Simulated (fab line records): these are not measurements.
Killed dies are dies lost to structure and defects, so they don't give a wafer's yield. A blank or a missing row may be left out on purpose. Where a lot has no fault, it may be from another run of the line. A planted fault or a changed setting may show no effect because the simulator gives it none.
Matching of chambers | flow sfq line | cmp-01 running SFQ_TRILAYER_I1_CMP_CMP_046: 4 sister chambers
The step polishes SiO2. 19 wafers are shown with their chamber, then 9 later ones without.

## WAFERS WITH THEIR CHAMBER
wafer  | chamber | motor current A (A) | time to endpoint s (s) | edge zone pressure frac
L954.1 | 1       | 11.1                | 222                    | 0.998
L954.2 | 2       | 12.0                | 228                    | 0.999
L954.5 | 2       | 11.2                | 224                    | 1.001
L957.4 | 2       | 12.1                | 224                    | 1.002
L957.3 | 0       | 10.4                | 220                    | 1.002
L957.6 | 2       | 12.1                | 219                    | 0.993
L958.1 | 1       | 10.4                | 227                    | 1.006
L958.4 | 2       | 11.7                | 234                    | 0.989
L958.5 | 3       | 9.4                 | 227                    | 1.003
L961.4 | 3       | 9.7                 | 225                    | 1.001
L961.3 | 2       | 12.1                | 215                    | 0.998
L961.5 | 0       | 10.5                | 221                    | 1.003
L962.2 | 1       | 10.7                | 226                    | 0.997
L962.3 | 0       | 9.7                 | 212                    | 1.003
L962.1 | 3       | 9.7                 | 212                    | 0.988
L963.3 | 2       | 11.7                | 214                    | 1.008
L963.5 | 2       | 11.8                | 221                    | 1.008
L963.6 | 1       | 10.5                | 224                    | 0.998
L964.3 | 0       | 9.7                 | 212                    | 0.989

SIGNATURES, as means of the wafers listed above
reading                 | chamber 0 | chamber 1 | chamber 2 | chamber 3 | scatter within a chamber
motor current A         | 10.075    | 10.675    | 11.838    | 9.600     | 0.326
time to endpoint s      | 216.25    | 224.75    | 222.38    | 221.33    | 5.94
edge zone pressure frac | 0.99925   | 0.99975   | 0.99975   | 0.99733   | 0.0065
Rule: a wafer's distance from a chamber is the root of the sum, over the readings, of the square of ((its reading less the chamber's mean) divided by the reading's scatter). If the next closest chamber is less than 2 further off than the closest, the wafer can't be placed; otherwise it belongs to the closest. How the scatter is found: for the shown wafers, subtract from each reading the mean of its chamber, square and add these, divide the total by (wafers less chambers), then take the root.

## WAFERS WITHOUT THEIR CHAMBER
wafer  | motor current A (A) | time to endpoint s (s) | edge zone pressure frac
L964.4 | 9.4                 | 217                    | 1.004
L964.5 | 10.0                | 227                    | 0.996
L966.3 | 10.9                | 222                    | 0.993
L966.4 | 12.1                | 231                    | 1.002
L966.5 | 10.0                | 231                    | 0.996
L968.2 | 11.9                | 219                    | 1.000
L968.3 | 10.2                | 209                    | 0.995
L970.4 | 9.5                 | 226                    | 0.997
L970.5 | 10.5                | 234                    | 0.999

## EACH ONE'S CHAMBER
wafer  | from the rows above          | in truth
L964.4 | can't be placed: 3 or 0      | 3
L964.5 | can't be placed: 3 or 0 or 1 | 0
L966.3 | can't be placed: 1 or 0 or 2 | 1
L966.4 | 2                            | 2
L966.5 | can't be placed: 3 or 1 or 0 | 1
L968.2 | 2                            | 2
L968.3 | can't be placed: 0 or 3 or 1 | 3
L970.4 | can't be placed: 3 or 0      | 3
L970.5 | can't be placed: 1 or 0 or 3 | 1
Correctly placed: 2 of 9. Can't be placed from these rows: 7 (the true chamber is among the candidates in 7). 0 placed wrongly.
